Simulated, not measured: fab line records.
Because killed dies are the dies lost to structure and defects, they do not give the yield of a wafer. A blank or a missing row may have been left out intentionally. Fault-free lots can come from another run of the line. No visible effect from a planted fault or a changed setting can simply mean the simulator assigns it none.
fab line records -- flow gf180mcu
[record] lots = 24, wafers = 72, last-day = 34
route steps=602 shown CONTACT@314 V2@406 M3@424 V3@432 V4@491 M5@536
lots that met no fault: taken from a fault-free run of the same line
start-h: hours from the record's opening day to when the first of the lot's shown wafers began -- wait-h: hours elapsed since this lot's preceding step -- " same as the row above -- L1.1+2: a single row standing in for several wafers -- - no value, or no start given -- * or withheld: withheld -- < > ~ a bound
route shown NAME@n: a module of which the file shows steps, and the number in the route of the first -- usual: average and standard deviation across the fault-free wafers -- same: alike in all rows -- chamber/n: place in a boat -- sites: each site's reading -- _std_site: the standard deviation of these -- _edge_site: inner sites' mean taken away from outer sites' mean -- radius-mm: for every site, how far away it sits from the centre of the wafer -- mask NAME#n: copy n -- behind: tool/chamber where the wafer was last shaped -- hold: cause of the lot's hold/its duration in hours/its outcome -- device: whichever transistor did not switch (one of n, p or np) -- end of line: at the end of the route, the tests of the same wafers -- a step without rows: its recipe alone -- killed: dies lost to structure and defects at the first sort, not the wafer's yield -- map: a wafer's dies, marking killed ones x, the rest . and places with no die _
set.NAME: the run value of the setting; set.NAME@STEP: its run value at that earlier step -- model.NAME: the simulator's own value behind a step, which no gauge read
the route's steps for a sample of lots (tables are steps, rows are wafers)
services: the hour from which a tool's chamber was out of use, counted from the record's first day as start-h (under 0 if before that day), plus the number of hours and why
[[steps]]
[step GF_CONTACT_CMP_27]
[recipe] stop-on = SiO2, down-force-psi = 3.5, platen-rpm = 60, t-overpolish-s = 15, target-thk-nm = 0, pad-velocity-m-s = 0.94248
[usual] motor-current-A = 11.2/0.74, overpolish-run-s = 14.999/0.0087, time-to-endpoint-s = 70/3
lot.wafer,tool,chamber,start-h,wait-h,motor-current-A,overpolish-run-s,time-to-endpoint-s
L074.4,cmp-02,2,369.87,0.1,11.6,15.009,68
L074.1,cmp-02,0,369.87,0.1,11.4,15.003,69
L074.5,cmp-02,1,369.87,0.1,12.1,15.007,73
L076.3,cmp-02,2,378.43,0.2,11.1,15.002,69
L076.4,cmp-02,3,378.43,0.2,11.9,14.993,70
L076.6,cmp-02,3,378.43,0.2,11.2,14.994,71
L075.1,cmp-01,2,380.75,0.1,11.5,15.003,67
L075.5,cmp-01,0,380.75,0.1,9.6,14.989,65
L075.6,cmp-01,1,380.75,0.1,11.4,15.001,71
L077.1,cmp-01,2,397.35,0.1,11.9,14.990,73
L077.6,cmp-01,1,397.35,0.1,10.9,14.991,77
L077.5,cmp-01,2,397.35,0.1,11.6,15.009,74
L078.2,cmp-02,2,409.31,0.0,11.0,15.017,73
L078.4,cmp-02,1,409.31,0.0,12.5,15.009,74
L078.5,cmp-02,2,409.31,0.0,12.0,15.018,74
L079.1,cmp-01,0,418.72,0.1,10.3,14.988,69
L079.4,cmp-01,1,418.72,0.1,11.5,15.007,72
L079.6,cmp-01,2,418.72,0.1,12.2,14.993,71
L081.2,cmp-02,1,425.19,0.1,11.6,15.003,68
L081.1,cmp-02,2,425.19,0.1,10.8,15.021,68
L081.6,cmp-02,3,425.19,0.1,10.6,14.999,66
L080.4,cmp-01,2,430.93,0.1,12.1,14.986,71
L080.3,cmp-01,3,430.93,0.1,11.5,15.013,70
L080.5,cmp-01,1,430.93,0.1,11.8,15.005,74
L082.4,cmp-01,1,442.16,0.0,11.4,14.992,69
L082.2,cmp-01,3,442.16,0.0,10.7,14.994,66
L082.5,cmp-01,2,442.16,0.0,12.1,14.985,68
L083.3,cmp-01,0,450.58,0.1,10.0,14.994,70
L083.2,cmp-01,1,450.58,0.1,11.2,14.985,73
L083.4,cmp-01,2,450.58,0.1,12.3,15.006,72
L084.3,cmp-01,1,460.86,0.1,11.1,15.001,71
L084.1,cmp-01,2,460.86,0.1,12.0,14.991,68
L084.6,cmp-01,0,460.86,0.1,10.1,14.987,70
L085.4,cmp-01,1,468.79,0.1,10.9,15.006,75
L085.2,cmp-01,2,468.79,0.1,11.5,14.999,67
L085.6,cmp-01,3,468.79,0.1,10.2,14.993,70
L086.3,cmp-01,0,472.70,0.1,10.0,14.998,67
L086.5,cmp-01,2,472.70,0.1,12.3,14.992,71
L086.6,cmp-01,3,472.70,0.1,10.9,15.005,67
L087.1,cmp-02,2,481.75,0.1,11.0,15.000,66
L087.2,cmp-02,0,481.75,0.1,11.3,15.001,65
L087.3,cmp-02,1,481.75,0.1,12.7,14.999,69
L088.3,cmp-01,1,485.49,0.1,11.4,14.995,69
L088.4,cmp-01,3,485.49,0.1,10.7,14.993,64
L088.6,cmp-01,0,485.49,0.1,10.1,15.002,68
L089.3,cmp-01,1,498.34,0.2,10.4,15.004,70
L089.1,cmp-01,2,498.34,0.2,11.9,14.984,66
L089.5,cmp-01,3,498.34,0.2,10.6,14.994,68
L090.1,cmp-01,2,505.10,0.1,11.9,14.989,70
L090.3,cmp-01,1,505.10,0.1,11.1,15.017,68
L090.6,cmp-01,2,505.10,0.1,11.7,15.003,68
L091.4,cmp-02,1,516.07,0.1,12.4,14.993,70
L091.3,cmp-02,3,516.07,0.1,10.7,15.017,72
L091.5,cmp-02,1,516.07,0.1,12.3,14.981,74
L092.3,cmp-01,0,520.89,0.0,10.2,14.994,68
L092.4,cmp-01,2,520.89,0.0,12.1,15.005,67
L092.6,cmp-01,0,520.89,0.0,10.1,15.013,67
L093.2,cmp-01,0,524.85,0.0,10.4,15.005,70
L093.4,cmp-01,1,524.85,0.0,11.0,15.002,72
L093.5,cmp-01,0,524.85,0.0,10.1,15.010,70
L094.3,cmp-01,3,539.69,0.1,10.9,14.986,67
L094.1,cmp-01,1,539.69,0.1,11.2,15.003,71
L094.5,cmp-01,3,539.69,0.1,10.1,15.003,68
L095.2,cmp-02,1,539.98,0.0,11.8,14.999,80
L095.3,cmp-02,2,539.98,0.0,11.3,14.993,74
L095.6,cmp-02,1,539.98,0.0,12.6,15.001,76
L096.3,cmp-02,0,550.44,0.1,11.5,14.994,75
L096.4,cmp-02,2,550.44,0.1,10.9,14.991,72
L096.6,cmp-02,3,550.44,0.1,11.0,14.989,73
L097.2,cmp-02,1,557.84,0.0,12.2,14.992,70
L097.1,cmp-02,3,557.84,0.0,11.1,14.996,73
L097.4,cmp-02,0,557.84,0.0,12.0,14.993,71
[step GF_V2_RS_MEAS_24]
[recipe] thk-meas-gauge = four-point-probe, reads = W_of_V2_CVD_23+TiN_of_V2_SPUTTER_22+Ti_of_V2_SPUTTER_21
[usual] V2_W_RS = 0.329/0.0045
lot.wafer,tool,chamber,start-h,wait-h,V2_W_RS[ohm/sq]
L074.1,film-metro-01,-,471.87,0.1,0.323
L074.4,film-metro-01,-,471.87,0.1,0.324
L074.5,film-metro-01,-,471.87,0.1,0.328
L076.3,film-metro-04,-,479.36,0.1,0.328
L076.4,film-metro-04,-,479.36,0.1,0.330
L076.6,film-metro-04,-,479.36,0.1,0.331
L075.1,film-metro-01,-,480.48,0.1,0.329
L075.5,film-metro-01,-,480.48,0.1,0.330
L075.6,film-metro-01,-,480.48,0.1,0.338
L077.1,film-metro-01,-,500.64,0.1,0.329
L077.5,film-metro-01,-,500.64,0.1,0.327
L077.6,film-metro-01,-,500.64,0.1,0.327
L078.2,film-metro-01,-,511.85,0.1,0.330
L078.4,film-metro-01,-,511.85,0.1,0.332
L078.5,film-metro-01,-,511.85,0.1,0.328
L079.1,film-metro-02,-,520.30,0.1,0.324
L079.4,film-metro-02,-,520.30,0.1,0.324
L079.6,film-metro-02,-,520.30,0.1,0.334
L081.1,film-metro-01,-,526.86,0.1,0.328
L081.2,film-metro-01,-,526.86,0.1,0.333
L081.6,film-metro-01,-,526.86,0.1,0.325
L080.3,film-metro-02,-,533.18,0.1,0.329
L080.4,film-metro-02,-,533.18,0.1,0.323
L080.5,film-metro-02,-,533.18,0.1,0.329
L082.2,film-metro-02,-,542.69,0.1,0.320
L082.4,film-metro-02,-,542.69,0.1,0.333
L082.5,film-metro-02,-,542.69,0.1,0.322
L083.2,film-metro-02,-,550.79,0.1,0.326
L083.3,film-metro-02,-,550.79,0.1,0.332
L083.4,film-metro-02,-,550.79,0.1,0.324
L084.1,film-metro-02,-,559.46,0.1,0.328
L084.3,film-metro-02,-,559.46,0.1,0.321
L084.6,film-metro-02,-,559.46,0.1,0.332
L085.2,film-metro-02,-,568.13,0.2,0.333
L085.4,film-metro-02,-,568.13,0.2,0.339
L085.6,film-metro-02,-,568.13,0.2,0.334
L086.3,film-metro-02,-,571.61,0.1,0.330
L086.5,film-metro-02,-,571.61,0.1,0.333
L086.6,film-metro-02,-,571.61,0.1,0.331
L087.1,film-metro-01,-,579.18,0.1,0.329
L087.2,film-metro-01,-,579.18,0.1,0.332
L087.3,film-metro-01,-,579.18,0.1,0.328
L088.3,film-metro-02,-,581.95,0.1,0.329
L088.4,film-metro-02,-,581.95,0.1,0.333
L088.6,film-metro-02,-,581.95,0.1,0.325
L089.1,film-metro-04,-,592.73,0.1,0.335
L089.3,film-metro-04,-,592.73,0.1,0.320
L089.5,film-metro-04,-,592.73,0.1,0.332
L090.1,film-metro-04,-,600.67,0.1,0.319
L090.3,film-metro-04,-,600.67,0.1,0.328
L090.6,film-metro-04,-,600.67,0.1,0.331
L091.3,film-metro-02,-,611.69,0.1,0.335
L091.4,film-metro-02,-,611.69,0.1,0.326
L091.5,film-metro-02,-,611.69,0.1,0.339
L092.3,film-metro-04,-,614.58,0.1,0.331
L092.4,film-metro-04,-,614.58,0.1,0.323
L092.6,film-metro-04,-,614.58,0.1,0.324
L093.2,film-metro-01,-,617.95,0.1,0.335
L093.4,film-metro-01,-,617.95,0.1,0.325
L093.5,film-metro-01,-,617.95,0.1,0.336
L094.1,film-metro-02,-,630.17,0.1,0.336
L094.3,film-metro-02,-,630.17,0.1,0.332
L094.5,film-metro-02,-,630.17,0.1,0.331
L095.2,film-metro-04,-,630.48,0.1,0.322
L095.3,film-metro-04,-,630.48,0.1,0.332
L095.6,film-metro-04,-,630.48,0.1,0.328
L096.3,film-metro-01,-,640.88,0.2,0.334
L096.4,film-metro-01,-,640.88,0.2,0.328
L096.6,film-metro-01,-,640.88,0.2,0.330
L097.1,film-metro-02,-,647.99,0.2,0.333
L097.2,film-metro-02,-,647.99,0.2,0.333
L097.4,film-metro-02,-,647.99,0.2,0.334
[step GF_M3_OVL_MEAS_15]
[usual] M3_OVL = 0/4.7
lot.wafer,tool,chamber,start-h,wait-h,M3_OVL[nm]
L074.1,overlay-01,-,496.87,0.1,6
L074.4,overlay-01,-,496.87,0.1,6
L074.5,overlay-01,-,496.87,0.1,4
L076.3,overlay-02,-,503.71,0.1,6
L076.4,overlay-02,-,503.71,0.1,1
L076.6,overlay-02,-,503.71,0.1,-5
L075.1,overlay-02,-,504.64,0.1,-4
L075.5,overlay-02,-,504.64,0.1,-7
L075.6,overlay-02,-,504.64,0.1,-1
L077.1,overlay-02,-,524.92,0.1,0
L077.5,overlay-02,-,524.92,0.1,0
L077.6,overlay-02,-,524.92,0.1,5
L078.2,overlay-01,-,535.77,0.1,4
L078.4,overlay-01,-,535.77,0.1,-3
L078.5,overlay-01,-,535.77,0.1,5
L079.1,overlay-02,-,543.55,0.1,3
L079.4,overlay-02,-,543.55,0.1,4
L079.6,overlay-02,-,543.55,0.1,4
L081.1,overlay-02,-,549.92,0.1,5
L081.2,overlay-02,-,549.92,0.1,1
L081.6,overlay-02,-,549.92,0.1,-6
L080.3,overlay-02,-,556.46,0.1,5
L080.4,overlay-02,-,556.46,0.1,3
L080.5,overlay-02,-,556.46,0.1,-2
L082.2,overlay-02,-,565.70,0.1,2
L082.4,overlay-02,-,565.70,0.1,-5
L082.5,overlay-02,-,565.70,0.1,-5
L083.2,overlay-01,-,573.60,0.1,10
L083.3,overlay-01,-,573.60,0.1,4
L083.4,overlay-01,-,573.60,0.1,4
L084.1,overlay-02,-,581.91,0.1,-7
L084.3,overlay-02,-,581.91,0.1,-2
L084.6,overlay-02,-,581.91,0.1,-8
L085.2,overlay-02,-,591.10,0.1,-3
L085.4,overlay-02,-,591.10,0.1,-6
L085.6,overlay-02,-,591.10,0.1,-4
L086.3,overlay-02,-,593.85,0.1,-2
L086.5,overlay-02,-,593.85,0.1,5
L086.6,overlay-02,-,593.85,0.1,9
L087.1,overlay-02,-,601.50,0.1,7
L087.2,overlay-02,-,601.50,0.1,3
L087.3,overlay-02,-,601.50,0.1,7
L088.3,overlay-02,-,604.60,0.1,-5
L088.4,overlay-02,-,604.60,0.1,-5
L088.6,overlay-02,-,604.60,0.1,-10
L089.1,overlay-02,-,614.34,0.1,-3
L089.3,overlay-02,-,614.34,0.1,4
L089.5,overlay-02,-,614.34,0.1,5
L090.1,overlay-01,-,621.84,0.1,-1
L090.3,overlay-01,-,621.84,0.1,4
L090.6,overlay-01,-,621.84,0.1,-8
L091.3,overlay-02,-,633.30,0.1,0
L091.4,overlay-02,-,633.30,0.1,-4
L091.5,overlay-02,-,633.30,0.1,-6
L092.3,overlay-02,-,635.76,0.1,0
L092.4,overlay-02,-,635.76,0.1,1
L092.6,overlay-02,-,635.76,0.1,-5
L093.2,overlay-01,-,639.15,0.1,-9
L093.4,overlay-01,-,639.15,0.1,-2
L093.5,overlay-01,-,639.15,0.1,-3
L094.1,overlay-02,-,650.36,0.1,-4
L094.3,overlay-02,-,650.36,0.1,1
L094.5,overlay-02,-,650.36,0.1,-1
L095.2,overlay-01,-,651.45,0.1,4
L095.3,overlay-01,-,651.45,0.1,2
L095.6,overlay-01,-,651.45,0.1,7
L096.3,overlay-02,-,661.18,0.1,-3
L096.4,overlay-02,-,661.18,0.1,0
L096.6,overlay-02,-,661.18,0.1,7
L097.1,overlay-01,-,667.19,0.1,-4
L097.2,overlay-01,-,667.19,0.1,3
L097.4,overlay-01,-,667.19,0.1,-4
[step GF_V3_THK_MEAS_03]
[recipe] reads = SiO2_of_V3_CVD_02
[usual] V3_CVD_02_THK = 850/12
lot.wafer,tool,chamber,start-h,wait-h,V3_CVD_02_THK[nm]
L074.1,film-metro-04,-,497.84,0.0,853
L074.4,film-metro-04,-,497.84,0.0,871
L074.5,film-metro-04,-,497.84,0.0,858
L076.3,film-metro-04,-,504.60,0.1,836
L076.4,film-metro-04,-,504.60,0.1,836
L076.6,film-metro-04,-,504.60,0.1,863
L075.1,film-metro-01,-,505.56,0.1,847
L075.5,film-metro-01,-,505.56,0.1,865
L075.6,film-metro-01,-,505.56,0.1,856
L077.1,film-metro-03,-,525.80,0.0,853
L077.5,film-metro-03,-,525.80,0.0,871
L077.6,film-metro-03,-,525.80,0.0,870
L078.2,film-metro-04,-,536.74,0.0,831
L078.4,film-metro-04,-,536.74,0.0,846
L078.5,film-metro-04,-,536.74,0.0,849
L079.1,film-metro-01,-,544.44,0.0,843
L079.4,film-metro-01,-,544.44,0.0,863
L079.6,film-metro-01,-,544.44,0.0,862
L081.1,film-metro-01,-,550.83,0.0,848
L081.2,film-metro-01,-,550.83,0.0,851
L081.6,film-metro-01,-,550.83,0.0,868
L080.3,film-metro-03,-,557.35,0.1,851
L080.4,film-metro-03,-,557.35,0.1,861
L080.5,film-metro-03,-,557.35,0.1,857
L082.2,film-metro-01,-,566.63,0.0,842
L082.4,film-metro-01,-,566.63,0.0,850
L082.5,film-metro-01,-,566.63,0.0,846
L083.2,film-metro-03,-,574.53,0.0,851
L083.3,film-metro-03,-,574.53,0.0,844
L083.4,film-metro-03,-,574.53,0.0,842
L084.1,film-metro-01,-,582.80,0.0,857
L084.3,film-metro-01,-,582.80,0.0,847
L084.6,film-metro-01,-,582.80,0.0,867
L085.2,film-metro-04,-,592.10,0.0,828
L085.4,film-metro-04,-,592.10,0.0,856
L085.6,film-metro-04,-,592.10,0.0,859
L086.3,film-metro-03,-,594.86,0.1,850
L086.5,film-metro-03,-,594.86,0.1,869
L086.6,film-metro-03,-,594.86,0.1,853
L087.1,film-metro-03,-,602.39,0.0,852
L087.2,film-metro-03,-,602.39,0.0,832
L087.3,film-metro-03,-,602.39,0.0,825
L088.3,film-metro-03,-,605.50,0.1,832
L088.4,film-metro-03,-,605.50,0.1,845
L088.6,film-metro-03,-,605.50,0.1,855
L089.1,film-metro-04,-,615.24,0.0,860
L089.3,film-metro-04,-,615.24,0.0,857
L089.5,film-metro-04,-,615.24,0.0,865
L090.1,film-metro-03,-,622.73,0.0,837
L090.3,film-metro-03,-,622.73,0.0,850
L090.6,film-metro-03,-,622.73,0.0,853
L091.3,film-metro-01,-,634.20,0.1,846
L091.4,film-metro-01,-,634.20,0.1,852
L091.5,film-metro-01,-,634.20,0.1,869
L092.3,film-metro-04,-,636.68,0.1,846
L092.4,film-metro-04,-,636.68,0.1,865
L092.6,film-metro-04,-,636.68,0.1,857
L093.2,film-metro-01,-,640.04,0.0,827
L093.4,film-metro-01,-,640.04,0.0,827
L093.5,film-metro-01,-,640.04,0.0,833
L094.1,film-metro-01,-,651.25,0.0,838
L094.3,film-metro-01,-,651.25,0.0,846
L094.5,film-metro-01,-,651.25,0.0,851
L095.2,film-metro-03,-,652.48,0.0,839
L095.3,film-metro-03,-,652.48,0.0,848
L095.6,film-metro-03,-,652.48,0.0,867
L096.3,film-metro-01,-,662.07,0.1,836
L096.4,film-metro-01,-,662.07,0.1,853
L096.6,film-metro-01,-,662.07,0.1,853
L097.1,film-metro-03,-,668.08,0.0,853
L097.2,film-metro-03,-,668.08,0.0,819
L097.4,film-metro-03,-,668.08,0.0,851
[step GF_V4_OVL_MEAS_15]
[usual] V4_OVL = -2/5.2
lot.wafer,tool,chamber,start-h,wait-h,V4_OVL[nm]
L074.1,overlay-01,-,570.66,0.1,-2
L074.4,overlay-01,-,570.66,0.1,0
L074.5,overlay-01,-,570.66,0.1,-5
L076.3,overlay-02,-,575.52,0.1,-7
L076.4,overlay-02,-,575.52,0.1,-14
L076.6,overlay-02,-,575.52,0.1,-13
L075.1,overlay-02,-,576.91,0.1,0
L075.5,overlay-02,-,576.91,0.1,-12
L075.6,overlay-02,-,576.91,0.1,-3
L077.1,overlay-02,-,596.05,0.1,-13
L077.5,overlay-02,-,596.05,0.1,-3
L077.6,overlay-02,-,596.05,0.1,-8
L078.2,overlay-02,-,605.07,0.1,1
L078.4,overlay-02,-,605.07,0.1,-2
L078.5,overlay-02,-,605.07,0.1,-4
L079.1,overlay-02,-,612.25,0.1,-2
L079.4,overlay-02,-,612.25,0.1,-2
L079.6,overlay-02,-,612.25,0.1,0
L081.1,overlay-01,-,619.96,0.1,1
L081.2,overlay-01,-,619.96,0.1,-5
L081.6,overlay-01,-,619.96,0.1,3
L080.3,overlay-02,-,624.41,0.1,3
L080.4,overlay-02,-,624.41,0.1,2
L080.5,overlay-02,-,624.41,0.1,6
L082.2,overlay-02,-,633.52,0.1,2
L082.4,overlay-02,-,633.52,0.1,-1
L082.5,overlay-02,-,633.52,0.1,0
L083.2,overlay-02,-,640.42,0.1,8
L083.3,overlay-02,-,640.42,0.1,9
L083.4,overlay-02,-,640.42,0.1,8
L084.1,overlay-02,-,647.31,0.1,3
L084.3,overlay-02,-,647.31,0.1,0
L084.6,overlay-02,-,647.31,0.1,-2
L085.2,overlay-01,-,656.92,0.1,-10
L085.4,overlay-01,-,656.92,0.1,-6
L085.6,overlay-01,-,656.92,0.1,-6
L086.3,overlay-02,-,659.13,0.1,1
L086.5,overlay-02,-,659.13,0.1,6
L086.6,overlay-02,-,659.13,0.1,3
L087.1,overlay-01,-,666.41,0.1,2
L087.2,overlay-01,-,666.41,0.1,-2
L087.3,overlay-01,-,666.41,0.1,3
L088.3,overlay-01,-,669.03,0.1,-3
L088.4,overlay-01,-,669.03,0.1,-3
L088.6,overlay-01,-,669.03,0.1,-4
L089.1,overlay-02,-,678.41,0.1,-1
L089.3,overlay-02,-,678.41,0.1,0
L089.5,overlay-02,-,678.41,0.1,-3
L090.1,overlay-01,-,685.16,0.1,-4
L090.3,overlay-01,-,685.16,0.1,-5
L090.6,overlay-01,-,685.16,0.1,-7
L091.3,overlay-02,-,696.01,0.1,-3
L091.4,overlay-02,-,696.01,0.1,-7
L091.5,overlay-02,-,696.01,0.1,2
L092.3,overlay-02,-,699.26,0.1,0
L092.4,overlay-02,-,699.26,0.1,0
L092.6,overlay-02,-,699.26,0.1,-7
L093.2,overlay-02,-,701.17,0.1,-8
L093.4,overlay-02,-,701.17,0.1,-11
L093.5,overlay-02,-,701.17,0.1,-10
L094.1,overlay-02,-,710.95,0.1,0
L094.3,overlay-02,-,710.95,0.1,1
L094.5,overlay-02,-,710.95,0.1,-2
L095.2,overlay-01,-,713.12,0.1,-6
L095.3,overlay-01,-,713.12,0.1,4
L095.6,overlay-01,-,713.12,0.1,3
L096.3,overlay-02,-,722.67,0.1,-1
L096.4,overlay-02,-,722.67,0.1,6
L096.6,overlay-02,-,722.67,0.1,-1
L097.1,overlay-02,-,728.21,0.1,2
L097.2,overlay-02,-,728.21,0.1,-6
L097.4,overlay-02,-,728.21,0.1,4
[step GF_M5_METAL_ETCH_10]
[recipe] chemistry = Cl2/BCl3, mask-material = KrF, target-depth-nm = 627.5, stop-on = SiO2, pressure-mtorr = 8, icp-w = 800, bias-w = 140, Cl2_flow_sccm = 80, bcl3-flow-sccm = 40, time-s = 104.6
[usual] drypump-motor-current-A = 6.0/0.38, oes-product-au = 0.969/0.0062, rf-fwd-power-W = 795.4/2.3, throttle-valve-pct = 28.253/0.0096
[same] time-s = 104.6
lot.wafer,tool,chamber,start-h,wait-h,drypump-motor-current-A,oes-product-au,rf-fwd-power-W,rf-hours-counter-h,throttle-valve-pct
L074.1,rie-metal-03,0,615.07,0.0,5.9,0.976,794.4,12,28.254
L074.4,rie-metal-03,1,615.07,0.0,5.9,0.965,795.1,-,28.262
L074.5,rie-metal-03,0,615.07,0.0,5.9,0.973,791.3,-,28.254
L076.3,rie-metal-04,1,620.71,0.0,5.3,0.970,793.4,-,28.249
L076.4,rie-metal-04,0,620.71,0.0,5.5,0.970,795.5,-,28.234
L076.6,rie-metal-04,0,620.71,0.0,5.6,0.969,792.1,-,28.234
L075.1,rie-metal-01,0,621.02,0.0,6.2,0.966,794.8,2,28.261
L075.5,rie-metal-01,0,621.02,0.0,6.2,0.966,795.5,-,28.239
L075.6,rie-metal-01,1,621.02,0.0,6.5,0.972,800.0,-,28.254
L077.1,rie-metal-04,1,639.52,0.0,5.4,0.965,790.6,9,28.262
L077.5,rie-metal-04,1,639.52,0.0,5.4,0.971,792.5,-,28.253
L077.6,rie-metal-04,0,639.52,0.0,5.5,0.960,797.3,-,28.240
L078.2,rie-metal-01,0,648.11,0.0,6.2,0.971,796.3,-,28.251
L078.4,rie-metal-01,0,648.11,0.0,6.2,0.971,797.0,-,28.260
L078.5,rie-metal-01,0,648.11,0.0,6.2,0.973,796.0,-,28.264
L079.1,rie-metal-03,0,654.66,0.0,5.9,0.969,795.6,13,28.263
L079.4,rie-metal-03,0,654.66,0.0,5.9,0.967,795.4,-,28.268
L079.6,rie-metal-03,0,654.66,0.0,5.8,0.971,794.6,-,28.246
L081.1,rie-metal-03,0,662.07,0.0,5.9,0.980,794.9,13,28.241
L081.2,rie-metal-03,1,662.07,0.0,5.9,0.971,798.9,10,28.247
L081.6,rie-metal-03,0,662.07,0.0,5.9,0.977,796.3,-,28.241
L080.3,rie-metal-01,0,666.63,0.0,6.2,0.954,796.3,-,28.272
L080.4,rie-metal-01,1,666.63,0.0,6.5,0.972,798.0,-,28.260
L080.5,rie-metal-01,0,666.63,0.0,6.2,0.964,795.5,-,28.271
L082.2,rie-metal-04,0,675.13,0.0,5.6,0.974,793.1,5,28.242
L082.4,rie-metal-04,1,675.13,0.0,5.4,0.962,792.1,-,28.249
L082.5,rie-metal-04,1,675.13,0.0,5.4,0.963,792.8,-,28.250
L083.2,rie-metal-01,1,681.52,0.0,6.5,0.963,794.4,3,28.265
L083.3,rie-metal-01,1,681.52,0.0,6.5,0.974,792.9,-,28.255
L083.4,rie-metal-01,0,681.52,0.0,6.2,0.975,794.9,-,28.265
L084.1,rie-metal-03,0,686.22,0.0,5.9,0.968,796.5,14,28.251
L084.3,rie-metal-03,0,686.22,0.0,5.9,0.961,799.1,-,28.249
L084.6,rie-metal-03,0,686.22,0.0,5.9,0.974,799.6,-,28.254
L085.2,rie-metal-03,1,696.51,0.0,5.9,0.974,798.3,-,28.252
L085.4,rie-metal-03,1,696.51,0.0,5.9,0.969,796.9,-,28.263
L085.6,rie-metal-03,1,696.51,0.0,5.9,0.972,797.8,-,28.254
L086.3,rie-metal-01,0,699.07,0.1,6.2,0.965,790.8,-,28.258
L086.5,rie-metal-01,1,699.07,0.1,6.5,0.965,798.9,-,28.249
L086.6,rie-metal-01,0,699.07,0.1,6.2,0.964,793.2,-,28.253
L087.1,rie-metal-04,1,706.52,0.0,5.4,0.964,793.7,11,28.251
L087.2,rie-metal-04,0,706.52,0.0,5.5,0.975,795.6,6,28.247
L087.3,rie-metal-04,0,706.52,0.0,5.5,0.971,796.5,-,28.236
L088.3,rie-metal-01,0,710.01,0.0,6.2,0.968,797.7,-,28.242
L088.4,rie-metal-01,1,710.01,0.0,6.5,0.956,795.0,-,28.254
L088.6,rie-metal-01,1,710.01,0.0,6.5,0.971,796.2,-,28.258
L089.1,rie-metal-01,1,718.45,0.0,6.5,0.963,796.9,5,28.266
L089.3,rie-metal-01,1,718.45,0.0,6.5,0.959,796.8,-,28.243
L089.5,rie-metal-01,0,718.45,0.0,6.2,0.971,793.6,-,28.243
L090.1,rie-metal-01,0,723.82,0.0,6.2,0.961,793.4,6,28.274
L090.3,rie-metal-01,1,723.82,0.0,6.5,0.960,795.7,-,28.264
L090.6,rie-metal-01,0,723.82,0.0,6.2,0.958,794.5,-,28.258
L091.3,rie-metal-04,0,734.04,0.0,5.6,0.973,796.1,-,28.260
L091.4,rie-metal-04,1,734.04,0.0,5.3,0.967,792.6,-,28.253
L091.5,rie-metal-04,0,734.04,0.0,5.6,0.978,793.7,-,28.244
L092.3,rie-metal-04,0,737.79,0.0,5.5,0.987,793.1,-,28.260
L092.4,rie-metal-04,1,737.79,0.0,5.3,0.983,795.5,-,28.238
L092.6,rie-metal-04,1,737.79,0.0,5.3,0.977,794.0,-,28.240
L093.2,rie-metal-01,1,739.00,0.0,6.5,0.979,796.5,6,28.245
L093.4,rie-metal-01,1,739.00,0.0,6.5,0.978,797.3,-,28.242
L093.5,rie-metal-01,1,739.00,0.0,6.5,0.973,797.5,-,28.240
L094.1,rie-metal-01,0,748.90,0.0,6.2,0.962,799.8,7,28.243
L094.3,rie-metal-01,0,748.90,0.0,6.2,0.968,793.2,-,28.249
L094.5,rie-metal-01,1,748.90,0.0,6.5,0.974,797.3,-,28.260
L095.2,rie-metal-03,0,750.12,0.0,5.9,0.972,794.7,2,28.255
L095.3,rie-metal-03,0,750.12,0.0,5.8,0.973,791.9,-,28.268
L095.6,rie-metal-03,0,750.12,0.0,5.8,0.977,795.7,-,28.240
L096.3,rie-metal-03,0,759.51,0.0,5.9,0.975,794.8,-,28.255
L096.4,rie-metal-03,1,759.51,0.0,5.9,0.964,797.2,-,28.268
L096.6,rie-metal-03,1,759.51,0.0,5.9,0.973,793.0,-,28.243
L097.1,rie-metal-01,1,763.42,0.0,6.5,0.979,798.4,7,28.255
L097.2,rie-metal-01,0,763.42,0.0,6.2,0.964,794.0,8,28.261
L097.4,rie-metal-01,1,763.42,0.0,6.5,0.967,797.0,-,28.258
[[services]]
tool,chamber,start-h,hours,kind
cmp-01,-,366.04,13.4,pm
cmp-02,-,366.45,1.1,repair
cmp-02,-,379.52,5.8,pm
rie-metal-01,-,388.75,0.4,repair
cmp-02,-,397.28,1.0,repair
cmp-02,-,404.00,4.0,pm
cmp-01,-,407.65,0.9,repair
cmp-01,-,422.18,0.4,repair
rie-metal-04,-,450.98,5.2,repair
cmp-01,-,452.11,6.8,pm
cmp-01,-,480.90,3.2,pm
rie-metal-03,-,490.59,1.8,repair
rie-metal-04,-,495.06,2.5,repair
cmp-02,-,496.59,3.4,repair
cmp-01,-,533.94,0.7,repair
cmp-02,-,542.34,1.9,repair
cmp-01,-,572.44,4.0,pm
rie-metal-01,0,578.53,20.6,repair
rie-metal-01,1,644.22,11.7,repair
cmp-02,-,669.64,0.9,repair
cmp-02,-,678.99,2.3,repair
cmp-02,-,690.40,1.0,repair
cmp-02,-,744.00,4.0,pm
cmp-02,-,748.52,7.3,pm
[[key]]
fault none
